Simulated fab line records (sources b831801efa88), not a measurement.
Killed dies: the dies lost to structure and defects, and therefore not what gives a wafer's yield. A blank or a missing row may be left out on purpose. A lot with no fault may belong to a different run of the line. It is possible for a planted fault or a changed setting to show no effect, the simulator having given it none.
Which tool did it? | flow sky130 | 12 lots with 36 wafers sampled at 5 steps, on a route of 708 steps

## WHAT EACH GAUGE READ, for each wafer
SKY_LOCAL_INTERCONNECT_THK_MEAS_02: measures by xrf. Usual: LOCAL_INTERCONNECT_TIN_THK typically reads 98.8 nm, with standard deviation 1.1.
lot  | measured     | on            | LOCAL_INTERCONNECT_TIN_THK (nm) | flag
L138 | day 28 22:11 | film-metro-04 | 98.5 98.2 99.0                  |
L139 | day 29 12:40 | film-metro-03 | 97.3 97.4 97.6                  |
L140 | day 30 00:13 | film-metro-01 | 99.3 98.4 99.4                  |
L141 | day 30 04:56 | film-metro-01 | 100.7 100.1 102.2               |
L142 | day 30 18:58 | film-metro-04 | 97.7 97.9 98.3                  |
L144 | day 31 00:33 | film-metro-01 | 98.6 98.2 97.9                  |
L145 | day 31 12:55 | film-metro-03 | 99.4 99.8 100.4                 |
L148 | day 32 19:54 | film-metro-04 | 97.8 97.3 98.0                  |
L149 | day 33 05:01 | film-metro-04 | 98.3 98.0 98.1                  |
L157 | day 35 09:25 | film-metro-04 | 97.4 98.4 97.3                  |
L158 | day 35 18:02 | film-metro-03 | 98.3 99.0 98.6                  |
L161 | day 36 12:16 | film-metro-03 | 100.2 99.9 99.7                 |

SKY_METAL1_THK_MEAS_06: measures by xrf. Usual: METAL1_ALCU_THK typically reads 253.3 nm, with standard deviation 2.8.
lot  | measured     | on            | METAL1_ALCU_THK (nm) | flag
L138 | day 31 09:43 | film-metro-04 | 249.3 253.2 249.4    |
L139 | day 32 00:10 | film-metro-04 | 252.9 254.7 253.0    |
L140 | day 32 10:28 | film-metro-04 | 254.7 255.4 254.0    |
L141 | day 32 15:52 | film-metro-04 | 255.4 252.9 255.8    |
L142 | day 33 05:25 | film-metro-01 | 250.2 248.9 251.8    |
L144 | day 33 11:04 | film-metro-02 | 251.0 249.3 247.9    |
L145 | day 33 23:01 | film-metro-04 | 255.2 256.5 254.9    |
L148 | day 35 05:11 | film-metro-01 | 252.8 254.5 255.2    |
L149 | day 35 13:05 | film-metro-01 | 253.5 253.8 253.2    |
L157 | day 37 16:13 | film-metro-04 | 254.9 255.4 256.3    |
L158 | day 38 01:48 | film-metro-01 | 255.9 256.6 258.8    |
L161 | day 38 17:47 | film-metro-02 | 251.4 252.9 249.8    |

## WHAT TOOL EACH LOT RAN ON (gives the tool, then ch and the chambers of the sampled wafers, and finally the start)
lot  | SKY_LI_CONTACT_COAT_07            | SKY_LI_CONTACT_STRIP_16              | SKY_LOCAL_INTERCONNECT_STRIP_15
L138 | litho-track-04 ch 0, day 28 06:00 | plasma-asher-02 ch 0,1, day 28 20:57 | plasma-asher-02 ch 0,1, day 30 02:50
L139 | litho-track-04 ch 0, day 28 19:00 | plasma-asher-02 ch 0,1, day 29 11:26 | plasma-asher-01 ch 0,1, day 30 16:44
L140 | litho-track-03 ch 0, day 29 08:00 | plasma-asher-04 ch 0,1, day 29 23:00 | plasma-asher-01 ch 0,1, day 31 04:05
L141 | litho-track-01 ch 0, day 29 13:00 | plasma-asher-01 ch 0, day 30 03:43   | plasma-asher-02 ch 0,1, day 31 08:54
L142 | litho-track-04 ch 0, day 30 02:00 | plasma-asher-02 ch 0,1, day 30 17:45 | plasma-asher-01 ch 0,1, day 31 23:29
L144 | litho-track-04 ch 0, day 30 09:00 | plasma-asher-02 ch 0,1, day 30 23:20 | plasma-asher-03 ch 0,1, day 32 04:41
L145 | litho-track-01 ch 0, day 30 21:00 | plasma-asher-02 ch 0,1, day 31 11:41 | plasma-asher-03 ch 0,1, day 32 16:11
L148 | litho-track-04 ch 0, day 32 04:00 | plasma-asher-02 ch 0,1, day 32 18:41 | plasma-asher-01 ch 0,1, day 33 23:10
L149 | litho-track-04 ch 0, day 32 13:00 | plasma-asher-01 ch 0,1, day 33 03:45 | plasma-asher-02 ch 0,1, day 34 07:56
L157 | litho-track-04 ch 0, day 34 18:00 | plasma-asher-01 ch 0,1, day 35 08:12 | plasma-asher-02 ch 0, day 36 11:17
L158 | litho-track-04 ch 0, day 35 02:00 | plasma-asher-01 ch 0,1, day 35 16:48 | plasma-asher-01 ch 0, day 36 20:36
L161 | litho-track-03 ch 0, day 35 21:00 | plasma-asher-04 ch 1, day 36 10:43   | plasma-asher-02 ch 0,1, day 37 14:14
- SKY_LI_CONTACT_COAT_07: resist thk 450 nm.
- SKY_LI_CONTACT_STRIP_16: strips in O2/N2.
- SKY_LOCAL_INTERCONNECT_STRIP_15: strips in O2/N2.

## WHAT THE TOOLS THEMSELVES READ (means of the sampled wafers that have a number; where no wafer has one, the mark that the record gives instead)
SKY_LI_CONTACT_COAT_07. Usual: 3000.2 rpm for spin-speed-rpm, sd 2.1.
lot  | tool           | spin-speed-rpm (rpm) | flag
L138 | litho-track-04 | 3000.7               |
L139 | litho-track-04 | 2998.6               |
L140 | litho-track-03 | 3001.5               |
L141 | litho-track-01 | 3001.2               |
L142 | litho-track-04 | 3000.6               |
L144 | litho-track-04 | 3000.1               |
L145 | litho-track-01 | 2996.6               |
L148 | litho-track-04 | 3000.8               |
L149 | litho-track-04 | 2997.6               |
L157 | litho-track-04 | 3115.2               | OFF
L158 | litho-track-04 | 3118.2               | OFF
L161 | litho-track-03 | 3001.5               |

SKY_LI_CONTACT_STRIP_16. Usual: drypump-motor-current-A 5.84 A, standard deviation 0.092; oes-product-au 0.375 a.u., standard deviation 0.0042; strip-time-to-endpoint-s 3.491 s, standard deviation 0.027.
lot  | tool            | drypump-motor-current-A (A) | oes-product-au (a.u.) | strip-time-to-endpoint-s (s) | flag
L138 | plasma-asher-02 | 5.76                        | 0.374                 | 3.477                        |
L139 | plasma-asher-02 | 5.73                        | 0.376                 | 3.499                        |
L140 | plasma-asher-04 | 5.89                        | 0.377                 | 3.506                        |
L141 | plasma-asher-01 | 5.85                        | 0.372                 | 3.477                        |
L142 | plasma-asher-02 | 5.77                        | 0.378                 | 3.541                        |
L144 | plasma-asher-02 | 5.77                        | 0.375                 | 3.484                        |
L145 | plasma-asher-02 | 5.76                        | 0.379                 | 3.499                        |
L148 | plasma-asher-02 | 5.74                        | 0.372                 | 3.500                        |
L149 | plasma-asher-01 | 5.92                        | 0.376                 | 3.496                        |
L157 | plasma-asher-01 | 5.88                        | 0.375                 | 3.381                        | OFF
L158 | plasma-asher-01 | 5.87                        | 0.373                 | 3.398                        | OFF
L161 | plasma-asher-04 | 5.99                        | 0.373                 | 3.481                        |

SKY_LOCAL_INTERCONNECT_STRIP_15. Usual: drypump-motor-current-A 5.7 A, standard deviation 0.34; oes-product-au 0.427 a.u., standard deviation 0.0047; strip-time-to-endpoint-s 4.721 s, standard deviation 0.016.
lot  | tool            | drypump-motor-current-A (A) | oes-product-au (a.u.) | strip-time-to-endpoint-s (s) | flag
L138 | plasma-asher-02 | 5.8                         | 0.428                 | 4.734                        |
L139 | plasma-asher-01 | 5.9                         | 0.428                 | 4.714                        |
L140 | plasma-asher-01 | 5.9                         | 0.428                 | 4.714                        |
L141 | plasma-asher-02 | 5.8                         | 0.429                 | 4.724                        |
L142 | plasma-asher-01 | 5.9                         | 0.430                 | 4.716                        |
L144 | plasma-asher-03 | 5.5                         | 0.434                 | 4.725                        |
L145 | plasma-asher-03 | 5.2                         | 0.421                 | 4.732                        |
L148 | plasma-asher-01 | 5.9                         | 0.431                 | 4.728                        |
L149 | plasma-asher-02 | 5.7                         | 0.424                 | 4.718                        |
L157 | plasma-asher-02 | 5.7                         | 0.426                 | 4.727                        |
L158 | plasma-asher-01 | 5.9                         | 0.424                 | 4.724                        |
L161 | plasma-asher-02 | 5.8                         | 0.433                 | 4.733                        |

## THE ANSWER, worked out from the rows above alone
Rule: take the mean of a lot's wafers that have a number; if it is more than 3 standard deviations from the usual mean, the lot is off. Also off: a lot with no number at a reading for which 4 or more lots have one. Where the step has rows for the other lots, those lots are counted as sound. Order of review: gauges by route order, followed by the tools' own readings, for which a lot's mean as printed above is used. At the first step where some lot is off, the reading lying furthest off is the one used; lots without a number count as furthest.
Off at SKY_LI_CONTACT_COAT_07 (spin-speed-rpm): L157, L158.
A tool fits if, at that step or a process step before it, it ran every lot that is off, and no sound lot after the first of them. One candidate fits, namely litho-track-04 at SKY_LI_CONTACT_COAT_07. Its last sound lot is L149 (day 32 13:00), its first lot that is off L157 (day 34 18:00): a fault that began between those two fits.
The tool's own readings at SKY_LI_CONTACT_COAT_07 bear it out: on the lots that are off they differ by more than 5 times the standard deviation of the sound lots' means. spin-speed-rpm reads 3116.7 rpm there against 2999.9 rpm on the sound lots.

## WHAT THE SIMULATOR HAD PUT IN
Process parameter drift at SKY_LI_CONTACT_COAT_07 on litho-track-04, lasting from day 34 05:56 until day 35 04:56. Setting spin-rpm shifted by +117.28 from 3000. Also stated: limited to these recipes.
Lots struck among those shown: L157, L158. Same finding as the rule above.
